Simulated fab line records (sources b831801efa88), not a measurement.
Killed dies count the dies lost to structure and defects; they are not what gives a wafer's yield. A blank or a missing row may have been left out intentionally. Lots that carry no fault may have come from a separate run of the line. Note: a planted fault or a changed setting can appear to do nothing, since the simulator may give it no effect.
Which tool did it? || flow sky130 || Sampling: 11 lots, 33 wafers, 3 of 708 route steps

## WHAT THE GAUGES READ, wafer by wafer
SKY_LDD_P_OVL_MEAS_08.
{"lot": "L703", "measured": "day 18 18:44", "on": "overlay-02", "LDD_P_OVL (nm)": "-1.9 0.8 -0.7"}
{"lot": "L704", "measured": "day 19 14:29", "on": "overlay-02", "LDD_P_OVL (nm)": "-1.2 -0.6 0.9"}
{"lot": "L705", "measured": "day 20 05:26", "on": "overlay-02", "LDD_P_OVL (nm)": "-0.8 0.0 -0.5"}
{"lot": "L706", "measured": "day 20 10:59", "on": "overlay-02", "LDD_P_OVL (nm)": "-0.8 -0.6 0.4"}
{"lot": "L708", "measured": "day 21 01:11", "on": "overlay-02", "LDD_P_OVL (nm)": "-0.2 0.5 -0.1"}
{"lot": "L716", "measured": "day 23 23:11", "on": "overlay-01", "LDD_P_OVL (nm)": "5.5 4.3 3.8 6.9 4.8 4.4"}
{"lot": "L717", "measured": "day 24 12:45", "on": "overlay-02", "LDD_P_OVL (nm)": "0.6 -1.3 1.0"}
{"lot": "L719", "measured": "day 25 12:06", "on": "overlay-01", "LDD_P_OVL (nm)": "-2.2 -1.8 -2.5"}
{"lot": "L720", "measured": "day 25 09:52", "on": "overlay-01", "LDD_P_OVL (nm)": "1.5 0.5 0.7"}
{"lot": "L721", "measured": "day 25 18:59", "on": "overlay-01", "LDD_P_OVL (nm)": "-0.5 2.1 -0.6"}
{"lot": "L726", "measured": "day 27 09:08", "on": "overlay-01", "LDD_P_OVL (nm)": "-2.0 0.6 -1.1"}

## WHAT TOOL EACH LOT RAN ON (gives the tool, then ch and the chambers of the sampled wafers, and finally the start)
{"lot": "L703", "SKY_GATE_OXIDE_STRIP_13": "plasma-asher-03 ch 0,1, day 13 17:10", "SKY_LDD_P_EXPOSE_04": "iline-stepper-01 ch 0, day 18 04:16"}
{"lot": "L704", "SKY_GATE_OXIDE_STRIP_13": "plasma-asher-01 ch 0,1, day 14 02:55", "SKY_LDD_P_EXPOSE_04": "iline-stepper-01 ch 0, day 18 22:46"}
{"lot": "L705", "SKY_GATE_OXIDE_STRIP_13": "plasma-asher-02 ch 0,1, day 14 20:57", "SKY_LDD_P_EXPOSE_04": "iline-stepper-02 ch 0, day 19 14:04"}
{"lot": "L706", "SKY_GATE_OXIDE_STRIP_13": "plasma-asher-02 ch 0,1, day 15 02:04", "SKY_LDD_P_EXPOSE_04": "iline-stepper-02 ch 0, day 19 19:38"}
{"lot": "L708", "SKY_GATE_OXIDE_STRIP_13": "plasma-asher-03 ch 0, day 15 15:41", "SKY_LDD_P_EXPOSE_04": "iline-stepper-02 ch 0, day 20 10:39"}
{"lot": "L716", "SKY_GATE_OXIDE_STRIP_13": "plasma-asher-01 ch 0,1, day 18 12:13", "SKY_LDD_P_EXPOSE_04": "iline-stepper-01 ch 0, day 23 08:13"}
{"lot": "L717", "SKY_GATE_OXIDE_STRIP_13": "plasma-asher-03 ch 0,1, day 18 23:03", "SKY_LDD_P_EXPOSE_04": "iline-stepper-02 ch 0, day 23 21:24"}
{"lot": "L719", "SKY_GATE_OXIDE_STRIP_13": "plasma-asher-01 ch 0,1, day 20 01:16", "SKY_LDD_P_EXPOSE_04": "iline-stepper-02 ch 0, day 24 20:59"}
{"lot": "L720", "SKY_GATE_OXIDE_STRIP_13": "plasma-asher-03 ch 0,1, day 19 23:44", "SKY_LDD_P_EXPOSE_04": "iline-stepper-02 ch 0, day 24 18:56"}
{"lot": "L721", "SKY_GATE_OXIDE_STRIP_13": "plasma-asher-03 ch 0,1, day 20 08:13", "SKY_LDD_P_EXPOSE_04": "iline-stepper-02 ch 0, day 25 04:08"}
{"lot": "L726", "SKY_GATE_OXIDE_STRIP_13": "plasma-asher-02 ch 0,1, day 21 23:45", "SKY_LDD_P_EXPOSE_04": "iline-stepper-02 ch 0, day 26 18:57"}
- SKY_GATE_OXIDE_STRIP_13: strips in O2/N2.
- SKY_LDD_P_EXPOSE_04: exposes mask PSDM, target cd 380 nm.

## THE ANSWER, worked out from the rows above alone
Rule: the lots themselves supply what counts as usual. The widest of any qualifying gaps counts: lots, ordered by their means at a reading, are off when they make up no more than a third of the lots, leave a main group of 4 or more, and stand apart from it by 3 or more times the standard deviation of that group's means. Not used: any main group whose means are identical at the precision the tables above print for the reading. A lot without any number at a reading at which 4 lots or more have one is off too. Any other lot the step has rows for is counted as sound.
Off: L716, seen at SKY_LDD_P_OVL_MEAS_08 (LDD_P_OVL). For the main group the mean is -0.3 nm and the standard deviation 0.77.
A tool fits if, at a process step before that reading, it ran every lot that is off, and no sound lot after the first of them. Those tools and the gauges at SKY_LDD_P_OVL_MEAS_08 are tried in the same way. One candidate fits, namely iline-stepper-01 at SKY_LDD_P_EXPOSE_04. Its last sound lot is L704 (day 18 22:46), its first lot that is off L716 (day 23 08:13): a fault that began between those two fits.

## WHAT HAD BEEN PUT IN BY THE SIMULATOR
Scanner matching overlay: iline-stepper-01, from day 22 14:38 on, at SKY_LDD_P_EXPOSE_04. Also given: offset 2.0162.
Lots struck among those shown: L716. This agrees with what the rule above found.
